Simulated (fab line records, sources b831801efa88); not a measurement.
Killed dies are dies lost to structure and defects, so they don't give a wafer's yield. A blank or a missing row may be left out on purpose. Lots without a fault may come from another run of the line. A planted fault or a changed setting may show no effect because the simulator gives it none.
Which tool did it? | flow sky130 | 13 lots, 39 wafers sampled, at 3 steps of a route of 708

WHAT THE GAUGES READ, wafer by wafer
SKY_METAL5_THK_MEAS_06: measures by xrf. Usual: METAL5_ALCU_THK 1174 nm, standard deviation 13.
lot  | measured     | on            | METAL5_ALCU_THK (nm) | flag
L341 | day 43 06:50 | film_metro-04 | 1176 1170 1174       |
L342 | day 43 09:22 | film_metro-02 | 1165 1163 1157       |
L344 | day 44 00:23 | film_metro-03 | 1175 1178 1178       |
L346 | day 44 12:23 | film_metro-02 | 1179 1169 1170       |
L350 | day 45 15:26 | film_metro-02 | 1188 1177 1181       |
L351 | day 46 00:08 | film_metro-03 | 1167 1192 1188       |
L352 | day 46 01:36 | film_metro-02 | 1182 1172 1173       |
L353 | day 47 05:17 | film_metro-03 | 1173 1166 1173       |
L359 | day 47 13:51 | film_metro-04 | 1193 1179 1193       |
L360 | day 47 19:52 | film_metro-04 | 1179 1195 1184       |
L361 | day 48 07:40 | film_metro-03 | 1165 1176 1162       |
L362 | day 48 15:11 | film_metro-02 | 1179 1162 1167       |
L363 | day 48 15:01 | film_metro-03 | 1170 1173 1177       |

WHICH TOOL RAN EACH LOT (tool, then ch and the chambers of the sampled wafers, then the start)
lot  | SKY_LI_CONTACT_CVD_21         | SKY_VIA4_ETCH_12
L341 | cvd_w-01 ch 0,1, day 29 14:17 | rie_diel-01 ch 1,2,3, day 43 05:11
L342 | cvd_w-02 ch 0,1, day 29 17:14 | rie_diel-02 ch 0,1,2, day 43 07:43
L344 | cvd_w-01 ch 0,1, day 30 10:46 | rie_diel-02 ch 0,1,3, day 43 22:41
L346 | cvd_w-02 ch 0,1, day 31 01:07 | rie_diel-02 ch 0,1,2, day 44 10:44
L350 | cvd_w-01 ch 0, day 32 11:40   | rie_diel-01 ch 1,2, day 45 13:39
L351 | cvd_w-01 ch 0,1, day 32 21:56 | rie_diel-02 ch 2,3, day 45 22:22
L352 | cvd_w-02 ch 0,1, day 33 05:04 | rie_diel-01 ch 2,3, day 45 23:49
L353 | cvd_w-02 ch 0,1, day 34 14:13 | rie_diel-02 ch 0,1,2, day 47 03:36
L359 | cvd_w-02 ch 0,1, day 34 21:31 | rie_diel-02 ch 1,2,3, day 47 12:12
L360 | cvd_w-01 ch 0,1, day 35 08:37 | rie_diel-02 ch 0,1,2, day 47 18:10
L361 | cvd_w-01 ch 0,1, day 35 21:32 | rie_diel-03 ch 0,2,3, day 48 06:01
L362 | cvd_w-01 ch 1, day 36 09:34   | rie_diel-01 ch 0,1,2, day 48 13:21
L363 | cvd_w-02 ch 0,1, day 36 10:42 | rie_diel-03 ch 0,1,2, day 48 13:19
- SKY_LI_CONTACT_CVD_21: deposits W, target thk 400 nm, time 120.56 s.
- SKY_VIA4_ETCH_12: etches SiO2 in C4F8/O2/Ar, stops on TiN, target depth 580 nm.

WHAT THE TOOLS THEMSELVES READ (means of the sampled wafers that have a number; where no wafer has one, the mark that the record gives instead)
SKY_LI_CONTACT_CVD_21. Usual: heater_power_outer_w 485 W, standard deviation 18; heater_power_w 822 W, standard deviation 43.
lot  | tool     | heater_power_outer_w (W) | heater_power_w (W) | flag
L341 | cvd_w-01 | 496                      | 797                |
L342 | cvd_w-02 | 468                      | 819                |
L344 | cvd_w-01 | 491                      | 797                |
L346 | cvd_w-02 | 477                      | 823                |
L350 | cvd_w-01 | 492                      | 779                |
L351 | cvd_w-01 | 503                      | 802                |
L352 | cvd_w-02 | 486                      | 845                |
L353 | cvd_w-02 | 485                      | 850                |
L359 | cvd_w-02 | 482                      | 856                |
L360 | cvd_w-01 | 493                      | 787                |
L361 | cvd_w-01 | 491                      | 804                |
L362 | cvd_w-01 | 491                      | 825                |
L363 | cvd_w-02 | 490                      | 855                |

SKY_VIA4_ETCH_12. Usual: oes_product_au 0.926 a.u., standard deviation 0.0047.
lot  | tool        | oes_product_au (a.u.) | flag
L341 | rie_diel-01 | 0.923                 |
L342 | rie_diel-02 | 0.927                 |
L344 | rie_diel-02 | 0.929                 |
L346 | rie_diel-02 | 0.924                 |
L350 | rie_diel-01 | 0.926                 |
L351 | rie_diel-02 | 0.932                 |
L352 | rie_diel-01 | 0.927                 |
L353 | rie_diel-02 | 0.929                 |
L359 | rie_diel-02 | 0.934                 |
L360 | rie_diel-02 | 0.923                 |
L361 | rie_diel-03 | 0.931                 |
L362 | rie_diel-01 | 0.923                 |
L363 | rie_diel-03 | 0.926                 |

THE ANSWER, worked out from the rows above alone
Rule: a lot is off if the mean of its wafers that have a number lies more than 3 standard deviations from the usual mean. A lot without any number at a reading at which 4 lots or more have one is off too. The other lots that the step has rows for count as sound. The gauges are gone through in route order, then the tools' own readings, and for those a lot's mean is taken as printed above. The first step at which some lot is off is used, and at that step the reading that is off furthest; a lot without a number counts as furthest.
No lot is off at any reading shown: from this, nothing can be told.

WHAT THE SIMULATOR HAD PUT IN
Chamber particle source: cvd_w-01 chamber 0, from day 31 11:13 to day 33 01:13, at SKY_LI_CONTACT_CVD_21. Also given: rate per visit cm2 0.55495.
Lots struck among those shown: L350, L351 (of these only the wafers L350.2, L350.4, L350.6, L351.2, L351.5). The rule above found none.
